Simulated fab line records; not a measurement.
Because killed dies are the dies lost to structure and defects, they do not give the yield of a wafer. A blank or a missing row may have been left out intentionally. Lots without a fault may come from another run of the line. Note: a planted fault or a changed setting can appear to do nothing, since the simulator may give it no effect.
Which tool did it?	flow sky130	Sampling: 14 lots, 42 wafers, 2 of 708 route steps

WHAT EACH GAUGE READ, for each wafer
No reading from a measuring or inspecting step in the record can be judged against a usual standard deviation.

TOOL THAT RAN EACH LOT (tool first, then ch and the chambers of the sampled wafers, then the start)
lot	SKY_METAL4_SPUTTER_04	SKY_PAD_OPEN_PROBE_99
L196	pvd-sputter-02, day 39 05:49	-
L198	pvd-sputter-03, day 40 04:10	-
L202	pvd-sputter-03, day 42 12:08	-
L203	pvd-sputter-02, day 42 16:14	-
L204	pvd-sputter-02, day 42 17:09	-
L206	pvd-sputter-02, day 42 17:43	-
L208	pvd-sputter-01, day 43 02:53	prober-01, day 48 14:19
L210	pvd-sputter-03, day 43 08:25	-
L212	pvd-sputter-03, day 44 04:11	-
L213	pvd-sputter-01, day 45 20:22	-
L216	pvd-sputter-01, day 45 21:28	-
L218	pvd-sputter-03, day 45 23:50	-
L215	pvd-sputter-02, day 46 00:22	-
L219	pvd-sputter-01, day 46 00:46	-
- SKY_METAL4_SPUTTER_04: material TiN, target thk 70 nm, time 58.3 s.
- SKY_PAD_OPEN_PROBE_99

WHAT THE TOOLS THEMSELVES READ (means of the sampled wafers that have a number; where no wafer has one, the mark that the record gives instead)
SKY_METAL4_SPUTTER_04.
lot	tool	cathode-dc-power-W (W)	throttle-valve-pct (%)
L196	pvd-sputter-02	6499.7	30.5
L198	pvd-sputter-03	6499.3	28.5
L202	pvd-sputter-03	6501.5	29.6
L203	pvd-sputter-02	6501.4	30.5
L204	pvd-sputter-02	6364.3	30.6
L206	pvd-sputter-02	6228.7	31.0
L208	pvd-sputter-01	6501.0	29.9
L210	pvd-sputter-03	6501.0	29.0
L212	pvd-sputter-03	6500.4	28.8
L213	pvd-sputter-01	6501.5	30.2
L216	pvd-sputter-01	6500.6	29.7
L218	pvd-sputter-03	6499.9	29.6
L215	pvd-sputter-02	6500.9	30.6
L219	pvd-sputter-01	6500.1	29.6

SKY_PAD_OPEN_PROBE_99.
lot	tool	defect-limited-yield (%)	killed_at_M0_to_M3	killed_at_M4_up	killed-at-contacts	killed-at-front-end	killed-at-other	killed-dies	killed-open	killed-short	sort_bin_3_pad_short (%)	sort_bin_5_function (%)	sort_bin_6_memory (%)	sort-n-pass	sort-yield-pct (%)
L208	prober-01	82.7	46	2.3	23	13	0.3	85	47	38	0.7	10.1	6.5	407	82.7

THE ANSWER, worked out from the rows above alone
Rule: the usual values come from the lots themselves. Put in order of their means at a reading, lots are off if they are a third of the lots or fewer, leave a main group of 4 or more, and stand apart from it by a gap of 3 or more times the standard deviation of the main group's means; of several such gaps the widest counts. A main group is skipped when, at the precision printed for the reading in the tables above, its means are all equal. A lot without any number at a reading at which 4 lots or more have one is off too. All remaining lots with rows at the step are treated as sound. The gauges are gone through in route order, then the tools' own readings, and for those a lot's mean is taken as printed above. At the first step where some lot is off, the reading lying furthest off is the one used; lots without a number count as furthest.
Off: L204, L206, at SKY_METAL4_SPUTTER_04 (cathode-dc-power-W). Mean 6500.6 W and standard deviation 0.7 in the main group.
A tool fits if, at that step or a process step before it, it ran every lot that is off, and no sound lot after the first of them. Of those tried, none fits.

WHAT WAS PUT IN BY THE SIMULATOR
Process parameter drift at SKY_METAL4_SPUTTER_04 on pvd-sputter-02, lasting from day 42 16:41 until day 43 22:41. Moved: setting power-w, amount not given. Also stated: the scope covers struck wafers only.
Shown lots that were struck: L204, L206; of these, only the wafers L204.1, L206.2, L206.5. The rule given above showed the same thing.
